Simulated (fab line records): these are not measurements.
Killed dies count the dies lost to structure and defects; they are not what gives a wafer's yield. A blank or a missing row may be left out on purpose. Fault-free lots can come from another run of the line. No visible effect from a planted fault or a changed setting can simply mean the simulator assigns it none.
Which of the tools did it? -- flow sky130 -- Sampling: 12 lots, 36 wafers, 3 of 708 route steps

## WHAT THE GAUGES SHOWED, per wafer
SKY_VT_ADJUST_LVTN_OVL_MEAS_07. Usual: VT_ADJUST_LVTN_OVL gives -0.8 nm (standard deviation 1.2).
lot,measured,on,VT_ADJUST_LVTN_OVL (nm),flag
L522,day 6 19:12,overlay-01,1.1 0.8 -0.9,
L524,day 7 16:06,overlay-01,-1.7 -0.5 -1.5,
L525,day 8 01:58,overlay-02,-2.0 -2.6 -1.6,
L527,day 8 07:43,overlay-01,-2.1 -1.5 -0.2,
L526,day 8 08:48,overlay-01,-1.4 0.5 -0.2,
L528,day 8 15:53,overlay-01,-1.5 -3.2 -1.7,
L530,day 9 00:46,overlay-02,-3.2 -0.2 -1.2,
L531,day 9 13:20,overlay-01,-1.9 1.0 -0.9,
L533,day 9 21:05,overlay-01,2.4 0.2 1.3,
L537,day 11 21:50,overlay-01,-1.5 -1.4 -1.0,
L538,day 11 22:11,overlay-01,-0.7 -0.2 -2.8,
L545,day 13 11:52,overlay-02,-0.9 -2.1 -1.2,

SKY_SONOS_ONO_THK_MEAS_05. Usual: SONOS_ONO_CVD_04_THK gives 5.68 nm (standard deviation 0.11).
lot,measured,on,SONOS_ONO_CVD_04_THK (nm),flag
L522,day 11 12:59,filmMetro-03,5.78 5.71 5.73,
L524,day 12 14:41,filmMetro-02,5.87 5.83 5.93,
L525,day 13 04:03,filmMetro-03,5.63 5.64 5.62,
L527,day 13 05:48,filmMetro-01,5.76 5.72 5.69,
L526,day 13 11:13,filmMetro-01,5.44 5.52 5.62,
L528,day 13 20:10,filmMetro-01,5.68 5.58 5.55,
L530,day 14 07:24,filmMetro-02,5.72 5.72 5.72,
L531,day 14 20:19,filmMetro-03,5.70 5.74 5.81,
L533,day 15 07:17,filmMetro-01,5.60 5.62 5.59,
L537,day 17 17:02,filmMetro-01,5.96 5.95 5.82,
L538,day 17 20:39,filmMetro-01,5.75 5.68 5.68,
L545,day 19 21:53,filmMetro-01,5.60 5.65 5.47,

## TOOL THAT RAN EACH LOT (tool first, then ch and the chambers of the sampled wafers, then the start)
lot,SKY_VT_ADJUST_HVTP_STRIP_10
L522,"plasmaAsher-03 ch 0,1, day 6 01:35"
L524,"plasmaAsher-03 ch 0,1, day 6 21:56"
L525,"plasmaAsher-02 ch 0,1, day 7 05:59"
L527,"plasmaAsher-02 ch 0,1, day 7 11:20"
L526,"plasmaAsher-03 ch 0,1, day 7 11:59"
L528,"plasmaAsher-03 ch 0,1, day 7 19:05"
L530,"plasmaAsher-03 ch 0,1, day 8 04:14"
L531,"plasmaAsher-04 ch 0,1, day 8 15:53"
L533,"plasmaAsher-04 ch 0,1, day 8 23:20"
L537,"plasmaAsher-04 ch 0,1, day 10 22:02"
L538,"plasmaAsher-04 ch 0, day 10 22:35"
L545,"plasmaAsher-02 ch 1, day 12 10:17"
- SKY_VT_ADJUST_HVTP_STRIP_10: strips in O2/N2.

## AS READ BY THE TOOLS THEMSELVES (means over the sampled wafers that have a number; for cases with no such wafer, the mark the record gives instead)
SKY_VT_ADJUST_HVTP_STRIP_10. Usual: drypumpMotorCurrentA 5.5 A, standard deviation 0.54; n2FlowSccm 300.0 sccm, standard deviation 0.88; oesProductAu 0.716 a.u., standard deviation 0.0041; stripTimeToEndpointS 14.18 s, standard deviation 0.04.
lot,tool,drypumpMotorCurrentA (A),n2FlowSccm (sccm),oesProductAu (a.u.),stripTimeToEndpointS (s),flag
L522,plasmaAsher-03,6.0,300.1,0.715,14.25,
L524,plasmaAsher-03,6.0,300.0,0.709,14.22,
L525,plasmaAsher-02,5.3,300.4,0.717,14.23,
L527,plasmaAsher-02,5.3,300.0,0.712,14.19,
L526,plasmaAsher-03,6.2,299.4,0.717,14.16,
L528,plasmaAsher-03,6.1,299.5,0.716,14.16,
L530,plasmaAsher-03,6.0,300.5,0.718,14.22,
L531,plasmaAsher-04,5.1,300.7,0.715,14.17,
L533,plasmaAsher-04,5.1,300.8,0.718,14.18,
L537,plasmaAsher-04,5.0,301.0,0.719,14.16,
L538,plasmaAsher-04,5.2,300.0,0.713,14.21,
L545,plasmaAsher-02,5.6,299.3,0.715,14.16,

## THE ANSWER, worked out from the rows above alone
Rule: lot off if the mean of its wafers having a number is beyond 3 standard deviations from the usual mean. Also off: a lot with no number at a reading for which 4 or more lots have one. Any other lot the step has rows for is counted as sound. First the gauges in route order, then the tools' own readings, where a lot's mean is used as printed above. At the first step where some lot is off, the reading lying furthest off is the one used; lots without a number count as furthest.
None of the lots is off at any reading shown; this tells nothing.

## WHAT THE SIMULATOR HAD PUT IN
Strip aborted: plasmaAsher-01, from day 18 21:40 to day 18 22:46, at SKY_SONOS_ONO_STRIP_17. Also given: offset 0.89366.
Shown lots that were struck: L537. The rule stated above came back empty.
